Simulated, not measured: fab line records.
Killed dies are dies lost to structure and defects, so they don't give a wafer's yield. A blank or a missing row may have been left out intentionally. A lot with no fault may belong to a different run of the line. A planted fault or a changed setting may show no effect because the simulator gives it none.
Tool commonality check -- flow gf180mcu -- 12 lots, 36 wafers sampled

== WHY THIS WAS OPENED ==
On 2 of the 12 lots, a flag is raised at GF_M5_CD_MEAS_07 on the reading cd_nm. No-fault wafers: 280.3 nm, standard deviation 1.1.
Rule: flag the lot when none of its wafers has a number, or when each of its wafers that has one lies beyond 4 standard deviations from that mean. As for the other lots, they are considered sound.

lot,measured,on,"cd_nm (nm), wafer by wafer",flag
L627,day 26 01:52,cd_sem-02,278.4 279.4 279.4,
L628,day 26 12:22,cd_sem-01,280.7 279.4 279.7,
L630,day 27 05:16,cd_sem-02,279.9 279.1 279.3,
L632,day 27 21:35,cd_sem-02,281.7 281.6 281.0,
L633,day 28 03:53,cd_sem-02,279.7 280.1 279.9,
L634,day 28 12:11,cd_sem-02,282.0 280.1 281.5,
L635,day 28 19:47,cd_sem-01,279.3 279.3 278.9,
L636,day 29 05:35,cd_sem-01,279.5 279.3 279.7,
L638,day 29 16:16,cd_sem-02,277.5 278.5 277.7,
L639,day 30 03:13,cd_sem-02,280.5 279.6 278.6,
L643,day 31 01:14,cd_sem-02,289.4 287.8 287.4,FLAGGED
L644,day 31 11:40,cd_sem-02,288.0 287.4 286.7,FLAGGED
The mean of the flagged lots' numbers is 287.8 nm, +7.5 nm from the usual (+7 standard deviations).

== LOT BY LOT: THE TOOL USED ==
The record keeps 1 process step preceding the reading, out of 602 steps on the route. In each cell: the tool, then ch and the chambers that the sampled wafers went through, then the start.
lot,flag,GF_M5_EXPOSE_04
L627,,"krf_scanner-01 ch 0, day 25 15:55"
L628,,"krf_scanner-01 ch 0, day 26 01:58"
L630,,"krf_scanner-02 ch 0, day 26 19:44"
L632,,"krf_scanner-01 ch 0, day 27 11:51"
L633,,"krf_scanner-02 ch 0, day 27 18:26"
L634,,"krf_scanner-01 ch 0, day 28 02:34"
L635,,"krf_scanner-02 ch 0, day 28 10:31"
L636,,"krf_scanner-02 ch 0, day 28 20:14"
L638,,"krf_scanner-01 ch 0, day 29 07:18"
L639,,"krf_scanner-02 ch 0, day 29 18:10"
L643,FLAGGED,"krf_scanner-02 ch 0, day 30 16:14"
L644,FLAGGED,"krf_scanner-02 ch 0, day 31 02:55"
These steps, and what they do:
- GF_M5_EXPOSE_04: exposes mask Metal5, target cd 280 nm.
- GF_M5_CD_MEAS_07: target cd 280 nm.

== FLAGGED AGAINST TOTAL, ONE TOOL AT A TIME (gauges that did the reading follow at the end) ==
step,tool,lots run,flagged,share of the flagged lots,sound lots run after its first flagged lot
GF_M5_EXPOSE_04,krf_scanner-01,5,0,none,-
GF_M5_EXPOSE_04,krf_scanner-02,7,2,all,0
GF_M5_CD_MEAS_07,cd_sem-01,3,0,none,-
GF_M5_CD_MEAS_07,cd_sem-02,9,2,all,0

== WHAT THE TABLE PERMITS ==
2 rows of the table ran every flagged lot: krf_scanner-02 at GF_M5_EXPOSE_04, cd_sem-02 at GF_M5_CD_MEAS_07.
- krf_scanner-02 at GF_M5_EXPOSE_04: 2 of its 7 lots flagged. It ran its last sound lot, L639, at day 29 18:10 and its first flagged lot, L643, at day 30 16:14: a fault with its onset between the two fits. Its own readings lie more than 4 standard deviations out on every wafer of the flagged lots: exposure_dose_mJ_cm2.
- cd_sem-02 at GF_M5_CD_MEAS_07: 2 of its 9 lots flagged. It ran its last sound lot, L639, at day 30 03:13 and its first flagged lot, L643, at day 31 01:14: a fault with its onset between the two fits.
Counting lots can't tell these 2 tools apart, because each fits a fault that began at some hour. More lots, or a look at what each step does to the wafer, might.

== WHAT HAD BEEN PUT IN BY THE SIMULATOR ==
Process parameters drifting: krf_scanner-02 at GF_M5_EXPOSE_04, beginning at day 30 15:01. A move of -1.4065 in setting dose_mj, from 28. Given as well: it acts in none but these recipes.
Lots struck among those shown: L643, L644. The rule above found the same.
